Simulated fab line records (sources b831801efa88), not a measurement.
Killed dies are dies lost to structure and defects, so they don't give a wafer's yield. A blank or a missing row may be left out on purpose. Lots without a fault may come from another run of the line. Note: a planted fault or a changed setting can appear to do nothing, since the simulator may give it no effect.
A struck lot beside a sound one / flow sky130 / 18 out of 708 route steps
Sound: the wafers L575.4, L575.5, L575.6. The struck wafers were L585.2, L585.3, L585.5. Last of all comes the cause.
At each step with rows: each side's tool, then ch and its chambers, then its first start. Under that, the readings that differ: sound wafers / struck wafers / difference of the means / sigmas: that difference in standard deviations of wafers without a fault.
alike: a reading whose means differ by less than 2 such deviations, as well as words and numbers matching on both sides. not compared: withheld readings; readings where some wafer has no value; bounds like >300 that might hide an equal value; numbers whose values overlap and for which the record gives no deviation.
The two part at a step that has a row with sigmas, a row that says differs or no value, or rows on one side only. When numbers do not overlap yet have no deviation, they are printed without sigmas and do not part them. Lack of a reading on every wafer of one side parts them only where that side has two or more wafers.

SKY_LDD_HVP_STRIP_09: strips in O2/N2.
  sound on plasma-asher-03 ch 0,1, day 25 16:26; struck on plasma-asher-04 ch 0,1, day 29 06:49
  alike: drypump-motor-current-A, oes-product-au, strip-time-to-endpoint-s
  not compared: rf-hours-counter-h
SKY_LDD_HVP_TW_MEAS_10:
  sound: film-metro-03 at day 25 16:32; struck: film-metro-01 at day 29 06:55
  alike: LDD_HVP_TW
then, 7 steps without rows for these wafers: SKY_LDD_LDN_DEHYDRATE_00 (time 60 s); SKY_LDD_LDN_HMDS_01 (prime time 60 s); SKY_LDD_LDN_COAT_02 (resist thk 1140 nm); SKY_LDD_LDN_SOFTBAKE_03 (time 60 s); SKY_LDD_LDN_EXPOSE_04 (exposes mask LDNTM, target cd 700 nm); SKY_LDD_LDN_PEB_05; SKY_LDD_LDN_DEVELOP_06 (develop time 60 s).
SKY_LDD_LDN_OVL_MEAS_07:
  sound: overlay-02 at day 26 21:35; struck: overlay-01 at day 30 10:49
  alike: LDD_LDN_OVL
then, 2 steps without rows for these wafers: SKY_LDD_LDN_IMPLANT_08; SKY_LDD_LDN_IMPLANT_09.
SKY_LDD_LDN_IMPLANT_10:
  sound on implanter-01 ch 0, day 26 21:59; struck on implanter-01 ch 0, day 30 11:10
reading=dose-ions-cm2; sound=1.2518e+13 1.2513e+13 1.2493e+13; struck=1.93e+13 1.932e+13 1.932e+13; difference=+6.81e+12; sigmas=+99 or more
reading=faraday-current-uA; sound=67.9 70.1 68.4; struck=108.4 111.1 110.3; difference=+41.1; sigmas=+29
after that, 1 step had no rows for these wafers: SKY_LDD_LDN_IMPLANT_11.
SKY_LDD_LDN_STRIP_12: strips in O2/N2.
  sound on plasma-asher-01 ch 0,1, day 26 22:14; struck on plasma-asher-01 ch 0, day 30 11:26
  alike: drypump-motor-current-A, oes-product-au, strip-time-to-endpoint-s
  not compared: rf-hours-counter-h
SKY_LDD_LDN_TW_MEAS_13:
  sound: film-metro-02 at day 26 22:20; struck: film-metro-01 at day 30 11:33
reading=LDD_LDN_TW; sound=1452 1448 1451; struck=1545 1539 1536; difference=+90; sigmas=+7
then, 1 step without rows for these wafers: SKY_LDD_LDN_CLEAN_14 (cleans in SC1/SC2, time 150 s).
-- a jump in the record: the struck wafers' starts before and after are 20 days apart (it breaks off in module LDD_LDN and resumes in module PAD_OPEN, where the first step shown is number 708 of the route) --
SKY_PAD_OPEN_PROBE_99:
  sound: prober-01 at day 48 15:47; struck: prober-01 at day 50 18:34
reading=model.etest.tip-sonos.rs-ohm-sq; sound=2731 2667 2672; struck=2516 2487 2472; difference=-198; sigmas=
  alike: killed_at_M0_to_M3, killed_at_M4_up, killed-at-contacts, killed-at-front-end, killed-at-other, killed-dies, killed-open, killed-short

## WHERE THEY PART
At SKY_LDD_LDN_IMPLANT_10 first; at SKY_LDD_LDN_TW_MEAS_13 last (within this record only). Later steps at which nothing parts them and some readings are alike: SKY_PAD_OPEN_PROBE_99.

WHY: whatever the simulator had introduced
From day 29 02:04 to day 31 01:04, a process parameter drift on implanter-01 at SKY_LDD_LDN_IMPLANT_10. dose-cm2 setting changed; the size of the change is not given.
